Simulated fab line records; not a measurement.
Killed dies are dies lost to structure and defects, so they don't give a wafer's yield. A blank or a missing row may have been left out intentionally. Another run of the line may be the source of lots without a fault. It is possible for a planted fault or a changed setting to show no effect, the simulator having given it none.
fab line records	flow sky130
record lots=13	wafers=39	last-day=50
route steps=708 shown LDD_N@251 POLY_CUT@317 SD_P@328 SD_N@350
lots that met no fault: taken from a fault-free run of the same line
start-h: the number of hours between the record's first day and the start of the first shown wafer of the lot	wait-h: hours since the lot's step before	" as in the row above	L1.1+2: a row that stands for several wafers	- no value present, or no start provided	* or withheld: withheld	< > ~ a bound
route shown NAME@n: NAME is a module with steps in the file, n the number in the route of the first one	usual: mean/standard deviation taken from wafers without a fault	same: alike in all rows	chamber/n: place in a boat	sites: the reading at each site	_std_site: standard deviation of those values	_edge_site: the outer-site mean with the inner-site mean subtracted	radius-mm: how far each site lies from the wafer's centre	mask NAME#n: copy n	behind: the tool/chamber that last shaped the wafer	hold: why the lot was held/for how many hours/how that ended	device: the transistor (n, p or np) that didn't switch	end of line: the tests these same wafers got at the end of their route	a step without rows: its recipe alone	killed: dies lost to structure and defects at the first sort, not the wafer's yield	map: dies across one wafer; x = killed, . = not, _ = none there
set.NAME: setting as actually run; set.NAME@STEP: the setting as run at that earlier step	model.NAME: the simulator's own value behind a step, which no gauge read
a sample of lots followed through the steps of the route, with each step as a table and each wafer as a row
services: a tool's chamber out of use, with start hour (start-h, from the record's first day; less than 0 if before it), hours out, and reason
## steps
# step SKY_LDD_N_IMPLANT_14
# recipe species=BF2	energy-kev=50	dose-cm2=5e+12	tilt-deg=30	rotation-deg=180
# usual end-station-pressure-torr=5.05e-06/2.6e-07	rotation-deg=180.00/0.03
lot.wafer	tool	chamber	start-h	wait-h	end-station-pressure-torr	rotation-deg
L408.2	implanter-01	0	393.86	0.1	5.2e-06	179.99
L408.4	"	0	"	"	5.14e-06	179.99
L408.5	"	0	"	"	4.81e-06	180.01
L409.1	implanter-04	0	408.04	0.1	5.18e-06	179.99
L409.2	"	0	"	"	4.95e-06	180.01
L409.3	"	0	"	"	4.8e-06	179.97
L410.1	implanter-03	0	418.65	0.1	4.92e-06	179.95
L410.5	"	0	"	"	4.91e-06	179.98
L410.6	"	0	"	"	4.97e-06	180.01
L413.1	implanter-04	0	454.24	0.1	4.99e-06	361.82
L413.3	"	0	"	"	5.23e-06	361.89
L413.4	"	0	"	"	4.92e-06	361.88
L414.2	implanter-04	0	471.41	0.1	5.67e-06	361.86
L414.3	"	0	"	"	4.78e-06	361.81
L414.4	"	0	"	"	4.84e-06	361.84
L421.1	implanter-03	0	529.44	0.1	5.3e-06	180.01
L421.2	"	0	"	"	4.77e-06	179.99
L421.4	"	0	"	"	5.21e-06	180.01
L422.2	implanter-04	0	530.16	0.1	5.25e-06	179.99
L422.3	"	0	"	"	4.88e-06	180.01
L422.5	"	0	"	"	4.68e-06	179.95
L426.3	implanter-03	0	580.93	0.1	4.9e-06	180.03
L426.4	"	0	"	"	5.17e-06	180.01
L426.5	"	0	"	"	5.21e-06	180.01
L427.1	implanter-04	0	582.24	0.1	4.79e-06	180.00
L427.4	"	0	"	"	5.15e-06	180.02
L427.5	"	0	"	"	5.18e-06	180.01
L428.3	implanter-04	0	586.93	0.1	5.65e-06	179.98
L428.4	"	0	"	"	5.26e-06	180.03
L428.6	"	0	"	"	5.72e-06	179.99
L429.1	implanter-03	0	591.19	0.1	5.01e-06	180.07
L429.2	"	0	"	"	5e-06	179.97
L429.3	"	0	"	"	5.2e-06	179.98
L430.2	implanter-03	0	597.36	0.1	5.04e-06	180.00
L430.3	"	0	"	"	4.62e-06	180.02
L430.4	"	0	"	"	5.04e-06	179.97
L431.2	implanter-04	0	602.52	0.1	4.81e-06	179.98
L431.5	"	0	"	"	5.38e-06	179.97
L431.6	"	0	"	"	5.11e-06	179.96
# step SKY_POLY_CUT_ETCH_10
# recipe chemistry=N2/H2	target=BARC	ion-energy-ev=200	source-w=500	bias-w=100	pressure-mtorr=30	n2-flow-sccm=100	h2-flow-sccm=200	stop-on=SiO2	time-s=45.9	target-depth-a=600
# usual drypump-motor-current-A=5.6/0.44	oes-product-au=0.853/0.0046	rf-fwd-power-W=494.2/2.2	throttle-valve-pct=13.226/0.0089
lot.wafer	tool	chamber	start-h	wait-h	drypump-motor-current-A	oes-product-au	rf-fwd-power-W	rf-hours-counter-h	throttle-valve-pct
L408.2	rie-diel-03	1	552.36	0.0	6.0	0.854	494.5	3	13.228
L408.4	"	2	"	"	5.7	0.847	495.1	13	13.217
L408.5	"	1	"	"	6.0	0.858	493.0	-	13.229
L409.1	rie-diel-02	3	562.46	0.0	6.3	0.851	495.3	0	13.233
L409.2	"	2	"	"	5.5	0.857	494.5	15	13.227
L409.3	"	1	"	"	5.7	0.856	498.5	9	13.219
L410.1	rie-diel-04	3	575.96	0.0	5.6	0.859	497.4	6	13.220
L410.5	"	0	"	"	6.2	0.850	491.8	-	13.230
L410.6	"	1	"	"	5.3	0.855	491.8	-	13.203
L413.1	rie-diel-04	1	610.75	0.0	5.3	0.848	491.7	69	13.234
L413.3	"	3	"	"	5.6	0.845	494.4	7	13.226
L413.4	"	2	"	"	5.6	0.857	494.9	2	13.224
L414.2	rie-diel-04	1	623.45	0.0	5.3	0.841	493.4	70	13.229
L414.3	"	3	"	"	5.6	0.846	498.0	7	13.212
L414.4	"	2	"	"	5.6	0.854	491.5	2	13.238
L421.1	rie-diel-04	2	678.26	0.0	5.7	0.853	493.2	4	13.226
L421.2	"	1	"	"	5.2	0.852	494.6	1	13.219
L421.4	"	0	"	"	6.2	0.845	489.4	10	13.210
L422.2	rie-diel-04	2	679.58	0.0	5.6	0.855	494.3	4	13.217
L422.3	"	1	"	"	5.2	0.848	494.7	1	13.224
L422.5	"	2	"	"	5.6	0.861	494.6	-	13.240
L426.3	rie-diel-04	1	725.86	0.0	5.3	0.860	494.9	2	13.220
L426.4	"	3	"	"	5.6	0.850	495.2	10	13.239
L426.5	"	2	"	"	5.7	0.857	494.6	-	13.215
L427.1	rie-diel-02	3	727.46	0.0	6.2	0.861	493.9	3	13.225
L427.4	"	2	"	"	5.5	0.862	490.8	18	13.241
L427.5	"	2	"	"	5.5	0.855	490.9	-	13.236
L428.3	rie-diel-03	1	732.96	0.0	6.0	0.850	490.5	7	13.223
L428.4	"	0	"	"	5.0	0.852	494.6	1	13.216
L428.6	"	1	"	"	6.0	0.856	489.4	-	13.220
L429.1	rie-diel-04	0	736.61	0.0	6.2	0.864	492.5	11	13.230
L429.2	"	3	"	"	5.6	0.854	493.8	10	13.238
L429.3	"	2	"	"	5.7	0.851	491.9	5	13.228
L430.2	rie-diel-04	3	743.96	0.0	5.6	0.851	494.5	10	13.245
L430.3	"	1	"	"	5.2	0.846	493.3	3	13.237
L430.4	"	2	"	"	5.6	0.854	493.3	6	13.213
L431.2	rie-diel-02	3	747.01	0.0	6.3	0.852	496.2	4	13.228
L431.5	"	0	"	"	5.2	0.843	497.5	-	13.229
L431.6	"	1	"	"	5.7	0.855	496.5	-	13.217
# step SKY_SD_P_OVL_MEAS_08
# usual SD_P_OVL=-0.1/1.2
lot.wafer	tool	chamber	start-h	wait-h	SD_P_OVL[nm]
L408.2	overlay-02	-	582.03	0.1	-1.4
L408.4	"	-	"	"	-0.5
L408.5	"	-	"	"	-0.8
L409.1	overlay-01	-	591.87	0.1	-0.3
L409.2	"	-	"	"	-1.1
L409.3	"	-	"	"	-1.4
L410.1	overlay-02	-	604.72	0.1	-0.3
L410.5	"	-	"	"	-0.7
L410.6	"	-	"	"	-2.0
L413.1	overlay-02	-	639.47	0.1	0.6
L413.3	"	-	"	"	0.6
L413.4	"	-	"	"	0.1
L414.2	overlay-02	-	652.50	0.1	-0.4
L414.3	"	-	"	"	1.1
L414.4	"	-	"	"	0.9
L421.1	overlay-02	-	706.02	0.1	-1.5
L421.2	"	-	"	"	-1.0
L421.4	"	-	"	"	-1.1
L422.2	overlay-02	-	706.33	0.1	-0.5
L422.3	"	-	"	"	-0.6
L422.5	"	-	"	"	-0.7
L426.3	overlay-02	-	752.98	0.1	1.9
L426.4	"	-	"	"	1.2
L426.5	"	-	"	"	2.4
L427.1	overlay-02	-	755.02	0.1	2.3
L427.4	"	-	"	"	2.4
L427.5	"	-	"	"	1.7
L428.3	overlay-02	-	760.08	0.1	-1.4
L428.4	"	-	"	"	0.0
L428.6	"	-	"	"	-2.3
L429.1	overlay-02	-	763.37	0.1	1.3
L429.2	"	-	"	"	0.5
L429.3	"	-	"	"	0.2
L430.2	overlay-01	-	771.48	0.1	-0.2
L430.3	"	-	"	"	-0.8
L430.4	"	-	"	"	-0.1
L431.2	overlay-02	-	773.83	0.1	-0.9
L431.5	"	-	"	"	0.3
L431.6	"	-	"	"	0.9
# step SKY_SD_N_OVL_MEAS_08
# usual SD_N_OVL=0.2/1.2
lot.wafer	tool	chamber	start-h	wait-h	SD_N_OVL[nm]
L408.2	overlay-02	-	640.33	0.1	1.8
L408.4	"	-	"	"	2.5
L408.5	"	-	"	"	3.0
L409.1	overlay-01	-	649.42	0.1	-0.1
L409.2	"	-	"	"	-0.3
L409.3	"	-	"	"	-1.1
L410.1	overlay-01	-	661.87	0.1	1.8
L410.5	"	-	"	"	-0.7
L410.6	"	-	"	"	0.4
L413.1	overlay-02	-	696.12	0.1	-1.9
L413.3	"	-	"	"	-1.4
L413.4	"	-	"	"	-3.1
L414.2	overlay-02	-	709.48	0.1	1.4
L414.3	"	-	"	"	0.2
L414.4	"	-	"	"	0.3
L421.1	overlay-01	-	761.17	0.1	2.0
L421.2	"	-	"	"	1.4
L421.4	"	-	"	"	-0.3
L422.2	overlay-01	-	761.58	0.1	0.6
L422.3	"	-	"	"	0.0
L422.5	"	-	"	"	0.0
L426.3	overlay-01	-	807.04	0.1	2.7
L426.4	"	-	"	"	0.9
L426.5	"	-	"	"	0.8
L427.1	overlay-02	-	809.18	0.1	-0.1
L427.4	"	-	"	"	-1.2
L427.5	"	-	"	"	-1.2
L428.3	overlay-01	-	813.44	0.1	-1.7
L428.4	"	-	"	"	-1.4
L428.6	"	-	"	"	-2.0
L429.1	overlay-01	-	816.93	0.1	1.8
L429.2	"	-	"	"	2.8
L429.3	"	-	"	"	1.4
L430.2	overlay-02	-	824.13	0.1	1.3
L430.3	"	-	"	"	0.2
L430.4	"	-	"	"	1.5
L431.2	overlay-02	-	826.99	0.1	-0.6
L431.5	"	-	"	"	-0.5
L431.6	"	-	"	"	0.1
## services
tool	chamber	start-h	hours	kind
implanter-04	-	371.76	2.8	repair
implanter-04	-	399.49	2.7	repair
rie-diel-02	-	399.66	0.9	repair
rie-diel-02	-	401.80	0.2	repair
implanter-03	-	406.04	3.6	pm
rie-diel-04	-	406.97	14.6	pm
implanter-04	-	413.85	6.4	repair
rie-diel-02	3	421.80	6.1	repair
rie-diel-02	2	460.41	3.6	repair
rie-diel-02	-	461.37	0.2	repair
rie-diel-04	-	478.06	0.2	repair
implanter-03	-	488.34	6.5	pm
rie-diel-02	3	491.35	33.4	repair
rie-diel-04	-	494.12	0.5	repair
rie-diel-02	0	539.46	1.8	repair
implanter-04	-	552.04	3.9	repair
implanter-03	-	571.60	5.9	repair
implanter-04	-	603.66	3.4	pm
rie-diel-04	-	607.64	2.8	pm
rie-diel-04	0	628.92	2.9	repair
implanter-03	-	689.87	10.2	repair
implanter-04	-	724.98	8.3	repair
implanter-04	-	726.34	3.1	repair
implanter-03	-	729.29	5.1	pm
## key
first-sign step=SKY_LDD_N_IMPLANT_14	reading=rotation-deg	direction=up	sigmas=99+	usual=180.00	struck=361.85
effect none on later readings
met-at SKY_LDD_N_IMPLANT_14
struck-lots L413,L414
tester-left-out L413,L414
not-acting-at SKY_POLY_CUT_ETCH_10,SKY_SD_P_OVL_MEAS_08,SKY_SD_N_OVL_MEAS_08
onset-between 408.04 454.24
fault kind=process-parameter-drift	tool=implanter-04	chamber=-	onset-h=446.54	steps=SKY_LDD_N_IMPLANT_14	channel=rotation-deg	offset=181.86	shape=step	end-h=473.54	acts-in=these-recipes-only	stated=180
# tester-left-out: of these lots the tester's yield and bins aren't shown, on N5 and GAA mostly nor the transistor test; their killed dies are dies lost to structure and defects alone, not to doping, threshold or leakage, so they don't give the yield
